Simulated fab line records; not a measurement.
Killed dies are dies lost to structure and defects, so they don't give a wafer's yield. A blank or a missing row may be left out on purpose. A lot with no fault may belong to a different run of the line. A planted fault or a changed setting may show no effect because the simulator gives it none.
fab line records	flow gf180mcu
record lots=14	wafers=41	last-day=34
route steps=602 shown V1@351 M2@378 M3@411 M4@459
lots that met no fault: taken from a fault-free run of the same line
start-h: hours from the record's first day to the start of the lot's first wafer shown	wait-h: hours elapsed since this lot's preceding step	" unchanged from the row above	L1.1+2: one row covering several wafers at once	- no value present, or no start provided	* or withheld: withheld	< > ~ a bound
route shown NAME@n: NAME is a module with steps in the file, n the number in the route of the first one	usual: the fault-free wafers' mean and standard deviation	same: alike in all rows	chamber/n: place in a boat	sites: the reading at each site	_std_site: how widely they spread, as a standard deviation	_edge_site: the outer-site mean with the inner-site mean subtracted	radius-mm: how far each site lies from the wafer's centre	mask NAME#n: copy n	behind: the most recent tool/chamber to have shaped the wafer	hold: reason for holding the lot/hours on hold/outcome of the hold	device: the transistor (n, p or np) that didn't switch	end of line: the tests these same wafers got at the end of their route	a step without rows: its recipe alone	killed: at the first sort, the dies lost to defects and structure; wafer yield is something else	map: dies across one wafer; x = killed, . = not, _ = none there
set.NAME: the run value of the setting; set.NAME@STEP: its run value at that earlier step	model.NAME: the simulator's own value behind a step, which no gauge read
steps of the route over a sample of lots; a table a step, a row a wafer
services: the hour from which a tool's chamber was out of use, counted from the record's first day as start-h (under 0 if before that day), plus the number of hours and why
## steps
# step GF_V1_ETCH_16
# recipe chemistry=N2/H2	target-depth-a=withheld	overetch-a=withheld	time-s=withheld	target=BARC	ion-energy-ev=200	source-w=500	bias-w=100	pressure-mtorr=30	n2-flow-sccm=100	h2-flow-sccm=200
# usual drypump-motor-current-A=5.6/0.41	oes-product-au=0.855/0.0043	throttle-valve-pct=13.225/0.011
lot.wafer	tool	chamber	start-h	wait-h	drypump-motor-current-A	oes-product-au	throttle-valve-pct
L263.2	rie-diel-03	3	416.42	0.0	5.5	0.846	13.218
L263.3	"	0	"	"	5.0	0.860	13.235
L263.6	"	3	"	"	5.5	0.854	13.230
L264.3	rie-diel-02	3	423.49	0.0	6.7	0.863	13.222
L264.4	"	2	"	"	6.3	0.858	13.241
L264.5	"	0	"	"	5.4	0.855	13.219
L268.1	rie-diel-03	3	459.04	0.0	5.5	0.858	13.227
L268.3	"	2	"	"	5.6	0.859	13.229
L268.6	"	1	"	"	5.5	0.858	13.210
L270.2	rie-diel-03	0	478.32	0.0	5.1	0.845	13.226
L270.3	"	3	"	"	5.5	0.852	13.229
L270.6	"	0	"	"	5.0	0.856	13.218
L269.1	rie-diel-03	0	483.49	0.0	5.1	0.859	13.233
L269.3	"	2	"	"	5.6	0.857	13.217
L269.6	"	2	"	"	5.6	0.856	13.226
L271.1	rie-diel-01	2	487.78	0.0	5.7	0.857	13.231
L271.3	"	0	"	"	5.4	0.852	13.211
L271.4	"	3	"	"	5.9	0.851	13.240
L272.4	rie-diel-03	3	488.13	0.0	5.5	0.853	13.232
L272.5	"	3	"	"	5.5	0.860	13.213
L272.6	"	0	"	"	5.0	0.847	13.249
L273.1	rie-diel-02	0	502.54	0.0	5.4	0.861	13.233
L273.2	"	3	"	"	6.6	0.863	13.231
L273.3	"	1	"	"	5.4	0.857	13.207
L275.2	rie-diel-01	0	514.94	0.0	5.3	0.849	13.234
L275.5	"	1	"	"	5.9	0.851	13.209
L275.6	"	0	"	"	5.3	0.854	13.227
L276.1	rie-diel-01	2	530.67	0.0	5.7	0.859	13.236
L276.3	"	1	"	"	5.8	0.856	13.251
L276.4	"	0	"	"	5.4	0.856	13.232
L277.2	rie-diel-01	2	539.48	0.0	5.7	0.856	13.234
L277.4	"	2	"	"	5.7	0.858	13.213
L277.6	"	0	"	"	5.4	0.852	13.225
L278.3	rie-diel-02	3	544.74	0.0	6.6	0.861	13.251
L278.4	"	1	"	"	5.4	0.854	13.231
L278.6	"	2	"	"	6.3	0.853	13.225
L282.3	rie-diel-03	2	578.13	0.0	5.6	0.858	13.228
L282.6	"	0	"	"	5.1	0.852	13.230
L284.1	rie-diel-03	3	600.33	0.0	5.5	0.856	13.248
L284.3	"	2	"	"	5.6	0.851	13.230
L284.6	"	3	"	"	5.5	0.847	13.213
# step GF_M2_METAL_ETCH_16
# recipe chemistry=Cl2/BCl3	mask-material=KrF	target-depth-nm=750.8	stop-on=SiO2	pressure-mtorr=8	icp-w=800	bias-w=140	Cl2_flow_sccm=80	bcl3-flow-sccm=40	time-s=125.1
# usual drypump-motor-current-A=5.8/0.52	oes-product-au=0.989/0.0063	throttle-valve-pct=28.231/0.0093
lot.wafer	tool	chamber	start-h	wait-h	drypump-motor-current-A	oes-product-au	rf-hours-counter-h	throttle-valve-pct
L263.2	rie-metal-03	0	441.74	0.0	5.9	0.987	8	28.237
L263.3	"	0	"	"	6.0	0.992	-	28.227
L263.6	"	0	"	"	5.9	0.997	-	28.222
L264.3	rie-metal-02	1	450.33	0.1	5.0	0.992	-	28.243
L264.4	"	0	"	"	6.2	0.989	-	28.237
L264.5	"	0	"	"	6.2	0.983	-	28.232
L268.1	rie-metal-03	1	484.67	0.0	5.9	0.992	7	28.229
L268.3	"	0	"	"	6.0	0.991	-	28.229
L268.6	"	0	"	"	5.9	0.994	-	28.225
L270.2	rie-metal-03	0	503.37	0.0	6.0	0.992	9	28.224
L270.3	"	0	"	"	5.9	0.996	-	28.229
L270.6	"	0	"	"	6.0	0.991	-	28.243
L269.1	rie-metal-02	1	509.33	0.0	5.0	0.990	10	28.214
L269.3	"	1	"	"	5.0	0.992	-	28.226
L269.6	"	0	"	"	6.2	0.994	-	28.236
L271.1	rie-metal-02	1	512.99	0.0	5.0	0.978	10	28.230
L271.3	"	0	"	"	6.2	0.980	-	28.232
L271.4	"	1	"	"	5.0	0.986	-	28.249
L272.4	rie-metal-04	1	513.16	0.1	6.7	1.001	-	28.243
L272.5	"	0	"	"	5.7	0.996	-	28.229
L272.6	"	1	"	"	6.7	0.993	-	28.227
L273.1	rie-metal-02	0	526.92	0.0	6.2	0.977	13	28.253
L273.2	"	1	"	"	5.0	0.983	11	28.215
L273.3	"	0	"	"	6.2	0.993	-	28.231
L275.2	rie-metal-03	1	539.32	0.0	5.9	0.995	9	28.228
L275.5	"	0	"	"	5.9	0.994	-	28.223
L275.6	"	1	"	"	5.9	0.986	-	28.241
L276.1	rie-metal-02	1	554.74	0.0	5.0	0.990	12	28.250
L276.3	"	1	"	"	5.0	0.989	-	28.233
L276.4	"	1	"	"	5.0	0.983	-	28.228
L277.2	rie-metal-03	1	564.06	0.0	5.9	0.997	9	28.238
L277.4	"	1	"	"	5.9	0.996	-	28.231
L277.6	"	0	"	"	6.0	0.993	-	28.228
L278.3	rie-metal-02	0	568.43	0.1	6.2	0.983	-	28.242
L278.4	"	1	"	"	5.0	0.985	-	28.215
L278.6	"	0	"	"	6.2	0.987	-	28.231
L282.3	rie-metal-03	0	602.54	0.1	6.0	0.895	-	28.322
L282.6	"	0	"	"	5.9	0.899	-	28.328
L284.1	rie-metal-03	1	620.93	0.0	5.9	0.986	11	28.230
L284.3	"	0	"	"	6.0	0.901	-	28.333
L284.6	"	1	"	"	5.9	0.995	-	28.239
# step GF_M2_STRIP_17
# recipe chemistry=O2/N2	power-w=1400	pressure-mtorr=1500	platen-temp-c=250	o2-flow-sccm=3000	n2-flow-sccm=300	overash-fraction=0.5
# usual drypump-motor-current-A=5.7/0.53	heater-power-w=316/21	oes-product-au=0.538/0.0048	strip-time-to-endpoint-s=7.40/0.05
# same overash-fraction=0.5
lot.wafer	tool	chamber	start-h	wait-h	drypump-motor-current-A	heater-power-w	oes-product-au	rf-hours-counter-h	strip-time-to-endpoint-s
L263.2	plasma-asher-01	1	441.87	0.1	5.2	332	0.541	32	7.45
L263.3	"	1	"	"	5.2	327	0.542	-	7.47
L263.6	"	0	"	"	6.4	326	0.545	-	7.39
L264.3	plasma-asher-01	0	450.45	0.1	6.4	325	0.539	-	7.47
L264.4	"	1	"	"	5.2	336	0.543	-	7.46
L264.5	"	0	"	"	6.4	330	0.543	-	7.50
L268.1	plasma-asher-04	1	484.80	0.1	4.8	331	0.536	72	7.34
L268.3	"	1	"	"	4.9	323	0.538	-	7.35
L268.6	"	0	"	"	5.8	272	0.530	-	7.34
L270.2	plasma-asher-01	0	503.50	0.1	6.4	330	0.528	38	7.36
L270.3	"	0	"	"	6.4	326	0.541	-	7.40
L270.6	"	1	"	"	5.2	334	0.536	-	7.35
L269.1	plasma-asher-01	1	509.46	0.1	5.2	335	0.531	38	7.37
L269.3	"	1	"	"	5.2	327	0.542	-	7.34
L269.6	"	0	"	"	6.4	330	0.537	-	7.38
L271.1	plasma-asher-04	1	513.12	0.1	4.8	336	0.532	75	7.42
L271.3	"	1	"	"	4.8	329	0.537	-	7.45
L271.4	"	0	"	"	5.8	273	0.535	-	7.40
L272.4	plasma-asher-01	1	513.28	0.1	5.2	331	0.528	-	7.36
L272.5	"	0	"	"	6.4	327	0.539	-	7.37
L272.6	"	1	"	"	5.2	333	0.529	-	7.33
L273.1	plasma-asher-03	0	527.04	0.1	5.9	302	0.536	85	7.45
L273.2	"	1	"	"	6.0	319	0.544	85	7.42
L273.3	"	0	"	"	5.9	295	0.540	-	7.43
L275.2	plasma-asher-01	0	539.44	0.1	6.4	328	0.534	41	7.35
L275.5	"	1	"	"	5.2	331	0.533	-	7.34
L275.6	"	0	"	"	6.4	334	0.543	-	7.35
L276.1	plasma-asher-04	1	555.00	0.2	4.8	336	0.535	79	7.43
L276.3	"	1	"	"	4.9	324	0.541	-	7.41
L276.4	"	0	"	"	5.8	276	0.538	-	7.40
L277.2	plasma-asher-01	0	564.19	0.1	6.4	328	0.541	44	7.41
L277.4	"	1	"	"	5.2	324	0.535	-	7.38
L277.6	"	0	"	"	6.4	325	0.534	-	7.35
L278.3	plasma-asher-01	0	568.55	0.1	6.4	336	0.548	-	7.46
L278.4	"	1	"	"	5.2	329	0.542	-	7.43
L278.6	"	0	"	"	6.4	329	0.538	-	7.41
L282.3	plasma-asher-03	0	602.65	0.1	6.0	301	0.554	-	7.88
L282.6	"	1	"	"	6.0	327	0.565	-	7.87
L284.1	plasma-asher-04	0	621.06	0.1	5.8	279	0.539	87	7.40
L284.3	"	1	"	"	4.8	331	0.555	-	7.86
L284.6	"	0	"	"	5.8	278	0.539	-	7.39
# step GF_M3_SPUTTER_02
# recipe material=AlCu	target-thk-nm=450	power-w=10600	time-s=23.9	chamber-pressure-pa=0.4
# usual throttle-valve-pct=29.8/0.98
lot.wafer	tool	chamber	start-h	wait-h	throttle-valve-pct
L263.2	pvd-sputter-02	-	468.87	0.0	31.2
L263.3	"	-	"	"	29.4
L263.6	"	-	"	"	28.4
L264.3	pvd-sputter-04	-	477.75	0.0	29.3
L264.4	"	-	"	"	29.0
L264.5	"	-	"	"	29.3
L268.1	pvd-sputter-02	-	511.77	0.0	30.5
L268.3	"	-	"	"	29.1
L268.6	"	-	"	"	29.2
L270.2	pvd-sputter-01	-	529.54	0.0	30.1
L270.3	"	-	"	"	29.9
L270.6	"	-	"	"	31.7
L269.1	pvd-sputter-01	-	535.79	0.0	31.7
L269.3	"	-	"	"	29.8
L269.6	"	-	"	"	29.8
L271.1	pvd-sputter-04	-	539.16	0.0	29.4
L271.3	"	-	"	"	28.8
L271.4	"	-	"	"	29.5
L272.4	pvd-sputter-02	-	539.47	0.0	30.2
L272.5	"	-	"	"	31.4
L272.6	"	-	"	"	29.2
L273.1	pvd-sputter-01	-	552.36	0.0	30.2
L273.2	"	-	"	"	29.9
L273.3	"	-	"	"	30.5
L275.2	pvd-sputter-04	-	564.21	0.0	29.5
L275.5	"	-	"	"	28.9
L275.6	"	-	"	"	29.3
L276.1	pvd-sputter-01	-	579.90	0.0	30.3
L276.3	"	-	"	"	29.9
L276.4	"	-	"	"	31.6
L277.2	pvd-sputter-02	-	600.17	0.0	31.3
L277.4	"	-	"	"	30.3
L277.6	"	-	"	"	28.4
L278.3	pvd-sputter-02	-	601.46	0.0	28.2
L278.4	"	-	"	"	31.3
L278.6	"	-	"	"	30.4
L282.3	pvd-sputter-04	-	625.61	0.0	29.4
L282.6	"	-	"	"	29.4
L284.1	pvd-sputter-04	-	643.68	0.0	29.3
L284.3	"	-	"	"	28.9
L284.6	"	-	"	"	29.3
# step GF_M4_SPUTTER_03
# recipe material=Ti	target-thk-nm=10	substrate-temp-c=300	chamber-pressure-pa=0.3	power-w=3000	time-s=6.7
# usual throttle-valve-pct=30.1/1
lot.wafer	tool	chamber	start-h	wait-h	throttle-valve-pct
L263.2	pvd-sputter-03	-	519.32	0.0	31.0
L263.3	"	-	"	"	29.0
L263.6	"	-	"	"	30.6
L264.3	pvd-sputter-02	-	527.34	0.0	29.4
L264.4	"	-	"	"	30.5
L264.5	"	-	"	"	29.3
L268.1	pvd-sputter-02	-	563.86	0.0	28.1
L268.3	"	-	"	"	29.4
L268.6	"	-	"	"	31.6
L270.2	pvd-sputter-02	-	578.09	0.0	28.5
L270.3	"	-	"	"	30.6
L270.6	"	-	"	"	28.4
L269.1	pvd-sputter-01	-	597.88	0.0	30.0
L269.3	"	-	"	"	30.0
L269.6	"	-	"	"	29.9
L271.1	pvd-sputter-02	-	598.95	0.0	29.6
L271.3	"	-	"	"	30.3
L271.4	"	-	"	"	28.2
L272.4	pvd-sputter-01	-	599.17	0.0	31.4
L272.5	"	-	"	"	29.8
L272.6	"	-	"	"	29.9
L273.1	pvd-sputter-03	-	602.98	0.0	29.1
L273.2	"	-	"	"	30.6
L273.3	"	-	"	"	29.1
L275.2	pvd-sputter-02	-	618.74	0.0	29.2
L275.5	"	-	"	"	29.1
L275.6	"	-	"	"	31.3
L276.1	pvd-sputter-03	-	625.61	0.0	28.9
L276.3	"	-	"	"	30.6
L276.4	"	-	"	"	31.4
L277.2	pvd-sputter-01	-	641.86	0.0	31.4
L277.4	"	-	"	"	29.8
L277.6	"	-	"	"	30.4
L278.3	pvd-sputter-03	-	643.86	0.0	29.1
L278.4	"	-	"	"	28.7
L278.6	"	-	"	"	31.4
L282.3	pvd-sputter-01	-	669.01	0.0	30.2
L282.6	"	-	"	"	30.2
L284.1	pvd-sputter-03	-	686.57	0.0	31.4
L284.3	"	-	"	"	29.0
L284.6	"	-	"	"	29.1
## services
tool	chamber	start-h	hours	kind
rie-diel-01	-	402.38	1.1	repair
rie-metal-02	-	410.34	0.5	repair
rie-diel-03	0	417.43	2.4	repair
rie-diel-02	1	422.91	7.1	repair
pvd-sputter-03	-	431.58	5.1	repair
plasma-asher-04	-	433.27	3.8	repair
pvd-sputter-03	-	434.67	1.9	repair
rie-diel-02	1	442.12	5.0	repair
plasma-asher-04	-	447.26	1.8	repair
rie-metal-03	1	472.82	1.9	repair
rie-diel-02	-	484.73	0.9	repair
pvd-sputter-02	-	508.38	1.9	repair
pvd-sputter-03	-	508.66	1.7	repair
pvd-sputter-04	-	528.02	3.0	repair
rie-diel-03	1	530.20	28.4	repair
rie-diel-03	0	543.50	20.9	repair
plasma-asher-01	-	565.03	3.3	repair
plasma-asher-01	-	571.54	0.6	repair
pvd-sputter-04	-	600.02	10.3	repair
plasma-asher-01	-	602.50	6.5	repair
rie-diel-03	-	619.12	0.9	repair
rie-diel-01	3	647.77	42.6	repair
pvd-sputter-01	-	649.69	4.1	repair
rie-diel-03	-	668.95	0.4	repair
## key
first-sign step=GF_M2_METAL_ETCH_16	reading=oes-product-au	direction=down	sigmas=14	usual=0.989	struck=0.898
effect step=GF_M2_METAL_ETCH_16	reading=throttle-valve-pct	direction=up	sigmas=10	usual=28.231	struck=28.328
effect step=GF_M2_STRIP_17	reading=strip-time-to-endpoint-s	direction=up	sigmas=9.3	usual=*	struck=*
met-at GF_M2_METAL_ETCH_16
struck-lots L282,L284
struck-wafers L282.3,L282.6,L284.3
sort-left-out L282.3,L282.6,L284.3
not-acting-at GF_V1_ETCH_16,GF_M3_SPUTTER_02,GF_M4_SPUTTER_03
onset-between 564.06 602.54
fault kind=process-parameter-drift	tool=rie-metal-03	chamber=0	onset-h=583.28	steps=GF_M2_METAL_ETCH_16	channel=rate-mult	offset=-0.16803	shape=step	end-h=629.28
# sort-left-out: the simulated sort isn't trusted on such a fault, so these wafers' sort isn't shown, and their yield isn't known
